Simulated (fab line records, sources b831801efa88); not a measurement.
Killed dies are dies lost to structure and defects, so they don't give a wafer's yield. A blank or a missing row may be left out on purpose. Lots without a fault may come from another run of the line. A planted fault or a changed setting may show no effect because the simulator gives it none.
A struck lot beside a sound one | flow sky130 | 35 steps out of a route of 708
Sound: wafers L587.2, L587.4, L587.5. Struck: wafers L593.4, L593.5, L593.6. The cause comes at the end.
At each step with rows: each side's tool, then ch and its chambers, then its first start. Under that, the readings that differ: sound wafers | struck wafers | difference of the means | sigmas: that difference in standard deviations of wafers without a fault.
alike: readings whose means differ by less than 2 such deviations, and words and numbers that are the same on both sides. not compared: withheld readings, readings that some wafer has no value for, bounds like >300 that may hide the same value, and numbers for which the record gives no deviation and whose values overlap.
The two part at a step that has a row with sigmas, a row that says differs or no value, or rows on one side only. Numbers that don't overlap but have no deviation are shown without sigmas and don't part them. A reading that every wafer of one side lacks parts them only if that side has two wafers or more.

first, 10 steps without rows for these wafers: SKY_METAL3_COAT_07 (resist thk 60 nm); SKY_METAL3_COAT_08 (resist thk 1140 nm); SKY_METAL3_SOFTBAKE_09 (time 90 s); SKY_METAL3_EXPOSE_10 (exposes mask MM3, target cd 300 nm); SKY_METAL3_PEB_11; SKY_METAL3_DEVELOP_12 (develop time 60 s); SKY_METAL3_DESCUM_15 (chemistry O2, time 8 s); SKY_METAL3_ETCH_16 (etches BARC in N2/H2, stops on SiO2, time 88.2 s, target depth 60 nm); SKY_METAL3_ETCH_17 (etches SiO2 in C4F8/O2/Ar, stops on TiN, time 3.9 s, target depth 15 nm); SKY_METAL3_METAL_ETCH_18 (etches the open film in Cl2/BCl3, stops on SiO2, target depth 845 nm, time 183.1 s).
SKY_METAL3_STRIP_19: strips in O2/N2.
  sound on plasma_asher-01 ch 1, day 42 12:38; struck on plasma_asher-01 ch 0,1, day 43 16:37
  alike: drypump_motor_current_A, oes_product_au, strip_time_to_endpoint_s
  not compared: rf_hours_counter_h
then, 23 steps without rows for these wafers: SKY_METAL3_STRIP_20 (strips in post etch residue remover, time 1200 s); SKY_METAL3_CLEAN_21 (cleans in IPA, time 180 s); SKY_METAL3_CLEAN_22 (cleans in O3/DIW); SKY_VIA3_HDPCVD_00 (deposits SiO2, target thk 1635 nm, time 272.5 s); SKY_VIA3_CMP_02 (polishes SiO2); SKY_VIA3_DEHYDRATE_04 (time 60 s); SKY_VIA3_HMDS_05 (prime time 60 s); SKY_VIA3_COAT_06 (resist thk 60 nm); SKY_VIA3_COAT_07 (resist thk 450 nm); SKY_VIA3_SOFTBAKE_08 (time 90 s); SKY_VIA3_EXPOSE_09 (exposes mask VIM3, target cd 200 nm); SKY_VIA3_PEB_10; SKY_VIA3_DEVELOP_11 (develop time 60 s); SKY_VIA3_ETCH_14 (etches BARC in N2/H2, stops on SiO2, time 45.9 s, target depth 60 nm); SKY_VIA3_ETCH_15 (etches SiO2 in C4F8/O2/Ar, stops on TiN, target depth 507 nm, time 78 s); SKY_VIA3_STRIP_16 (strips in O2/N2); SKY_VIA3_STRIP_17 (strips in post etch residue remover, time 1200 s); SKY_VIA3_CLEAN_18 (cleans in IPA, time 180 s); SKY_VIA3_CLEAN_19 (cleans in O3/DIW); SKY_VIA3_SPUTTER_20 (material TiN, target thk 20 nm, time 80 s); SKY_VIA3_CVD_21 (deposits W, target thk 390 nm, time 117.31 s); SKY_VIA3_CMP_24 (polishes, stops on SiO2, t overpolish 20 s, target thk 0 nm); SKY_METAL4_SPUTTER_00 (material Ti, target thk 15 nm, time 10 s).
-- the record jumps here: 6 days lie between the struck wafers' starts before and after (it left off in module METAL4 and takes up again in module PAD_OPEN, whose first step shown is number 708 of the route) --
SKY_PAD_OPEN_PROBE_99:
  sound on prober-01, day 49 04:44; struck on prober-01, day 50 03:18
  reading            | sound    | struck   | difference | sigmas
  killed_at_M0_to_M3 | 42 52 48 | 76 63 64 | +20        | +3
  killed_on_rim      | 18 20 16 | 29 31 20 | +9         | +2
  killed_open        | 49 61 54 | 45 39 35 | -15        | -2
  alike: defect_limited_yield, killed_at_M4_up, killed_at_contacts, killed_at_front_end, killed_at_other, killed_dies, killed_short, sort_bin_3_pad_short, sort_bin_5_function, sort_bin_6_memory, sort_n_pass, sort_yield_pct
  not compared: model.etest.tester.sort_n_pass, model.etest.tester.sort_yield_pct, model.etest.tester.sort_bin_5_pct, model.etest.tester.sort_bin_3_pct

WHERE THEY PART
Only at SKY_PAD_OPEN_PROBE_99, within this record.

WHY: what the simulator had put in
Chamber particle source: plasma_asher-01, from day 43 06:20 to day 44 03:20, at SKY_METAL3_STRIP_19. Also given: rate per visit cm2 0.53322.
